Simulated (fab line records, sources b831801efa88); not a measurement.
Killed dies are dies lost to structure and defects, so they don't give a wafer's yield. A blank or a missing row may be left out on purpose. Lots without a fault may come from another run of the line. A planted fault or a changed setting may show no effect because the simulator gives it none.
Which tool did it? | flow sky130 | 13 lots, 39 wafers sampled, at 5 steps of a route of 708

WHAT THE GAUGES READ, wafer by wafer
SKY_VT_ADJUST_NCORE_TW_MEAS_11.
lot  | measured     | on            | VT_ADJUST_NCORE_TW
L884 | day 8 17:50  | film_metro-03 | 219.9 218.8 219.4
L885 | day 8 21:08  | film_metro-01 | 217.9 217.8 216.9
L894 | day 11 15:31 | film_metro-01 | 196.5 196.5 197.4
L895 | day 11 23:46 | film_metro-04 | 199.9 198.4 198.4
L896 | day 12 07:01 | film_metro-01 | 215.9 216.3 216.5
L897 | day 12 15:24 | film_metro-04 | 219.0 218.0 218.0
L898 | day 12 18:46 | film_metro-01 | 217.2 217.0 217.4
L899 | day 13 04:14 | film_metro-01 | 217.3 219.5 219.0
L900 | day 13 10:30 | film_metro-01 | 218.1 219.7 218.8
L903 | day 14 09:28 | film_metro-01 | 217.8 216.2 216.9
L904 | day 14 14:17 | film_metro-03 | 220.5 219.6 220.7
L906 | day 15 06:59 | film_metro-03 | 218.0 218.0 218.4
L907 | day 15 14:55 | film_metro-01 | 217.8 218.6 217.8

SKY_CONTACT_THK_MEAS_26: measures by xrf.
lot  | measured     | on            | CONTACT_W_THK (nm)
L884 | day 32 02:16 | film_metro-03 | 345 347 349
L885 | day 32 03:27 | film_metro-03 | 348 350 362
L894 | day 35 13:58 | film_metro-01 | 347 348 351
L895 | day 36 00:31 | film_metro-04 | 345 346 349
L896 | day 36 06:46 | film_metro-03 | 347 347 343
L897 | day 37 02:53 | film_metro-01 | 342 342 338
L898 | day 37 00:48 | film_metro-04 | 355 344 344
L899 | day 37 04:32 | film_metro-04 | 345 342 339
L900 | day 37 04:55 | film_metro-01 | 358 357 351
L903 | day 38 02:28 | film_metro-01 | 345 350 346
L904 | day 38 05:07 | film_metro-03 | 349 352 356
L906 | day 38 21:17 | film_metro-03 | 353 352 353
L907 | day 38 23:50 | film_metro-01 | 349 347 358

SKY_METAL1_OVL_MEAS_16.
lot  | measured     | on         | METAL1_OVL (nm)
L884 | day 33 05:25 | overlay-01 | 2 3 3
L885 | day 33 06:47 | overlay-02 | 4 5 6
L894 | day 36 16:50 | overlay-01 | 1 3 -3
L895 | day 37 04:26 | overlay-01 | 6 4 7
L896 | day 37 10:14 | overlay-02 | 8 8 6
L897 | day 38 04:59 | overlay-02 | 0 6 8
L898 | day 38 03:47 | overlay-02 | 2 6 10
L899 | day 38 07:47 | overlay-02 | 3 8 8
L900 | day 38 07:56 | overlay-02 | 4 5 3
L903 | day 39 04:58 | overlay-02 | 0 3 -6
L904 | day 39 07:30 | overlay-02 | -4 -1 -4
L906 | day 39 22:44 | overlay-02 | 5 13 9
L907 | day 40 01:37 | overlay-01 | 2 0 3

SKY_VIA1_OVL_MEAS_13.
lot  | measured     | on         | VIA1_OVL (nm)
L884 | day 34 09:14 | overlay-02 | 5 5 -1
L885 | day 34 10:41 | overlay-01 | 1 -5 -3
L894 | day 37 20:10 | overlay-02 | -3 2 2
L895 | day 38 08:10 | overlay-01 | 7 8 1
L896 | day 38 13:52 | overlay-01 | -4 -5 0
L897 | day 39 07:41 | overlay-01 | -3 -8 -5
L898 | day 39 06:26 | overlay-02 | -8 0 -4
L899 | day 39 10:22 | overlay-02 | 7 8 0
L900 | day 39 09:52 | overlay-01 | -6 -4 -5
L903 | day 40 07:36 | overlay-01 | 10 9 2
L904 | day 40 09:13 | overlay-02 | -7 -1 0
L906 | day 41 00:19 | overlay-02 | 8 3 9
L907 | day 41 03:19 | overlay-02 | 7 5 0

WHICH TOOL RAN EACH LOT (tool, then ch and the chambers of the sampled wafers, then the start)
lot  | SKY_VT_ADJUST_NCORE_IMPLANT_09
L884 | implanter-04 ch 0, day 8 17:36
L885 | implanter-02 ch 0, day 8 20:54
L894 | implanter-03 ch 0, day 11 15:16
L895 | implanter-03 ch 0, day 11 23:31
L896 | implanter-04 ch 0, day 12 06:46
L897 | implanter-04 ch 0, day 12 15:10
L898 | implanter-02 ch 0, day 12 18:31
L899 | implanter-04 ch 0, day 13 03:59
L900 | implanter-02 ch 0, day 13 10:18
L903 | implanter-02 ch 0, day 14 09:14
L904 | implanter-02 ch 0, day 14 14:04
L906 | implanter-03 ch 0, day 15 06:45
L907 | implanter-04 ch 0, day 15 14:40
- SKY_VT_ADJUST_NCORE_IMPLANT_09

WHAT THE TOOLS THEMSELVES READ (means of the sampled wafers that have a number; where no wafer has one, the mark that the record gives instead)
SKY_VT_ADJUST_NCORE_IMPLANT_09.
lot  | tool         | beam_energy_keV
L884 | implanter-04 | 10.0017
L885 | implanter-02 | 10.0023
L894 | implanter-03 | 6.5988
L895 | implanter-03 | 6.5975
L896 | implanter-04 | 10.0020
L897 | implanter-04 | 10.0007
L898 | implanter-02 | 10.0015
L899 | implanter-04 | 10.0043
L900 | implanter-02 | 9.9975
L903 | implanter-02 | 9.9986
L904 | implanter-02 | 10.0018
L906 | implanter-03 | 9.9991
L907 | implanter-04 | 9.9993

THE ANSWER, worked out from the rows above alone
Rule: what is usual is taken from the lots themselves. Put in order of their means at a reading, lots are off if they are a third of the lots or fewer, leave a main group of 4 or more, and stand apart from it by a gap of 3 or more times the standard deviation of the main group's means; of several such gaps the widest counts. A main group whose means are all the same, to the digits that the tables above print for the reading, isn't used. A lot without any number at a reading at which 4 lots or more have one is off too. The other lots that the step has rows for count as sound. The gauges are gone through in route order, then the tools' own readings, and for those a lot's mean is taken as printed above. The first step at which some lot is off is used, and at that step the reading that is off furthest; a lot without a number counts as furthest.
Off: L894, L895, at SKY_VT_ADJUST_NCORE_TW_MEAS_11 (VT_ADJUST_NCORE_TW). The main group: mean 218.1, standard deviation 1.1.
A tool fits if, at a process step before that reading, it ran every lot that is off, and no sound lot after the first of them. The gauges at SKY_VT_ADJUST_NCORE_TW_MEAS_11 aren't tried: what is off there is off at SKY_VT_ADJUST_NCORE_IMPLANT_09 too, on other tools, and a gauge's error can't cause that. None of those tried fits.

WHAT THE SIMULATOR HAD PUT IN
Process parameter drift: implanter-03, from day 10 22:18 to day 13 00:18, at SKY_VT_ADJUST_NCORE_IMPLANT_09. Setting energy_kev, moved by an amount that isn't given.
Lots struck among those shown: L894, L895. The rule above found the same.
